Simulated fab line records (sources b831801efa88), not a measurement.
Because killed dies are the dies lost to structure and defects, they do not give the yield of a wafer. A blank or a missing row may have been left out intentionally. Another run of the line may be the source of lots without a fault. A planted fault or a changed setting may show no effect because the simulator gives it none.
Matching of chambers || flow gf180mcu || GF_V4_CMP_04 on cmp-01 has 4 sister chambers
The step polishes SiO2. 4 wafers are shown with their chamber, then 7 later ones without.

## WAFERS PAIRED WITH THEIR CHAMBERS
{"wafer": "L287.2", "chamber": 1, "motorCurrentA (A)": 12.6}
{"wafer": "L287.3", "chamber": 0, "motorCurrentA (A)": 12.2}
{"wafer": "L300.2", "chamber": 2, "motorCurrentA (A)": 11.4}
{"wafer": "L300.3", "chamber": 3, "motorCurrentA (A)": 11.7}

## WAFERS WHOSE CHAMBER IS MISSING
{"wafer": "L300.4", "motorCurrentA (A)": 11.9}
{"wafer": "L302.2", "motorCurrentA (A)": 12.1}
{"wafer": "L302.3", "motorCurrentA (A)": 11.8}
{"wafer": "L302.5", "motorCurrentA (A)": 12.3}
{"wafer": "L305.3", "motorCurrentA (A)": 12.1}
{"wafer": "L305.5", "motorCurrentA (A)": 12.7}
{"wafer": "L305.6", "motorCurrentA (A)": 10.3}

## WHICH CHAMBER EACH ONE RAN IN
{"wafer": "L300.4", "from the rows above": "can't be placed: 3 or 0 or 2 or 1", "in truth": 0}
{"wafer": "L302.2", "from the rows above": "can't be placed: 0 or 3 or 1 or 2", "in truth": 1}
{"wafer": "L302.3", "from the rows above": "can't be placed: 3 or 0 or 2 or 1", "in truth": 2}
{"wafer": "L302.5", "from the rows above": "can't be placed: 0 or 1 or 3 or 2", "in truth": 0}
{"wafer": "L305.3", "from the rows above": "can't be placed: 0 or 3 or 1 or 2", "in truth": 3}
{"wafer": "L305.5", "from the rows above": "can't be placed: 1 or 0", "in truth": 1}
{"wafer": "L305.6", "from the rows above": "can't be placed: 2 or 3 or 0", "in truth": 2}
Correct placement for 0 of the 7. Unplaceable from these rows: 7, with the true chamber sitting among the candidates in 7. Placed wrongly: 0.
How it was worked out, from the rows above alone: a wafer's distance from a chamber is the root of the sum, over the readings, of the square of ((its reading less the chamber's mean) divided by the reading's scatter). The wafer belongs to the nearest chamber; if the next one is less than 2 further off, it can't be placed. A chamber's mean is the mean of its shown wafers. The scatter: with one shown wafer a chamber, the root of the mean of the squares of how far each hidden wafer lies from its nearest shown one.
